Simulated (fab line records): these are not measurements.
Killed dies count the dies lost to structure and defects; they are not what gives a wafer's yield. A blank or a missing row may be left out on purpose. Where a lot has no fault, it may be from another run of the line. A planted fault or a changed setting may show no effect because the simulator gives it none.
Struck lot and sound lot, side by side :: flow gf180mcu :: 15 steps out of a route of 602
Sound: the wafers L543.1, L543.2, L543.5. Wafers struck: L549.2, L549.4, L549.6. Last of all comes the cause.
Each step with rows lists, per side, the tool, then ch with its chambers, then its first start. Under that, the readings that differ: sound wafers :: struck wafers :: difference of the means :: sigmas: that difference in standard deviations of wafers without a fault.
alike: readings with means less than 2 such deviations apart, plus words and numbers identical on both sides. not compared: withheld readings, readings lacking a value on some wafer, bounds such as >300 that could conceal the same value, and numbers that have no deviation in the record and whose values overlap.
A row with sigmas, a row that says differs or no value, or rows on one side alone: a step with any of these is where the two part. Non-overlapping numbers with no deviation appear without sigmas and do not part them. A reading missing from all wafers of one side parts the sides only when that side holds two or more wafers.

GF_POLY_GATE_THK_MEAS_01:
  sound on film metro-02, day 9 20:59; struck on film metro-03, day 12 00:54
reading: POLY_GATE_CVD_00_THK (nm)
sound: 198.4 198.4 197.9
struck: 203.5 203.7 203.9
difference: +5.5
sigmas: +3
then, 8 steps without rows for these wafers: GF_POLY_GATE_DEHYDRATE_02 (time 60 s); GF_POLY_GATE_HMDS_03 (prime time 60 s); GF_POLY_GATE_COAT_04; GF_POLY_GATE_COAT_05 (resist thk 700 nm); GF_POLY_GATE_SOFTBAKE_06 (time 60 s); GF_POLY_GATE_EXPOSE_07 (exposes mask Poly2, target cd 280 nm); GF_POLY_GATE_PEB_08 (peb time 90 s); GF_POLY_GATE_DEVELOP_09 (develop time 60 s).
GF_POLY_GATE_CD_MEAS_10: the cd target is 280 nm.
  sound on cd sem-01, day 10 14:41; struck on cd sem-01, day 12 20:31
  alike: cd nm
GF_POLY_GATE_OVL_MEAS_11:
  sound on overlay-01, day 10 14:49; struck on overlay-01, day 12 20:37
  alike: POLY_GATE_OVL
GF_POLY_GATE_ETCH_12: etches BARC in N2/H2.
  sound on rie diel-03 ch 1,3, day 10 14:51; struck on rie diel-01 ch 0,1,2, day 12 20:39
  alike: bias w, drypump motor current A, oes product au, throttle valve pct
GF_POLY_GATE_ETCH_13: etches poly-Si in HBr/Cl2, stops on SiO2, target depth 198.5 nm, time 69.6 s.
  sound on rie si-02 ch 0,1,3, day 10 14:54; struck on rie si-02 ch 0,1,2, day 12 20:42
reading: over etch frac
sound: 0.403 0.403 0.403
struck: 0.17888 0.17888 0.17888
difference: -0.22412
sigmas: 

reading: model.POLY_GATE.feature depth nm (nm)
sound: 197.4 198.4 197.9
struck: 169.1 166.4 166
difference: -30.7
sigmas: 

reading: model.etch.depth nm (nm)
sound: 197.4 198.4 197.9
struck: 169.1 166.4 166
difference: -30.7
sigmas: 
  alike: bias w, drypump motor current A, oes product au, throttle valve pct
  not compared: rf hours counter h
GF_POLY_GATE_STRIP_14: strips in O2/N2.
  sound on plasma asher-03 ch 0,1, day 10 14:57; struck on plasma asher-03 ch 1, day 12 20:45
  alike: drypump motor current A, heater power w, oes product au
  not compared: rf hours counter h
then, 1 step without rows for these wafers: GF_PASSIVATION_PROBE_99.

## WHERE THEY PART
At GF_POLY_GATE_THK_MEAS_01 and nowhere else, as far as this record goes. Later steps at which nothing parts them and some readings are alike: GF_POLY_GATE_CD_MEAS_10, GF_POLY_GATE_OVL_MEAS_11, GF_POLY_GATE_ETCH_12, GF_POLY_GATE_ETCH_13, GF_POLY_GATE_STRIP_14.

WHY: what had been put in by the simulator
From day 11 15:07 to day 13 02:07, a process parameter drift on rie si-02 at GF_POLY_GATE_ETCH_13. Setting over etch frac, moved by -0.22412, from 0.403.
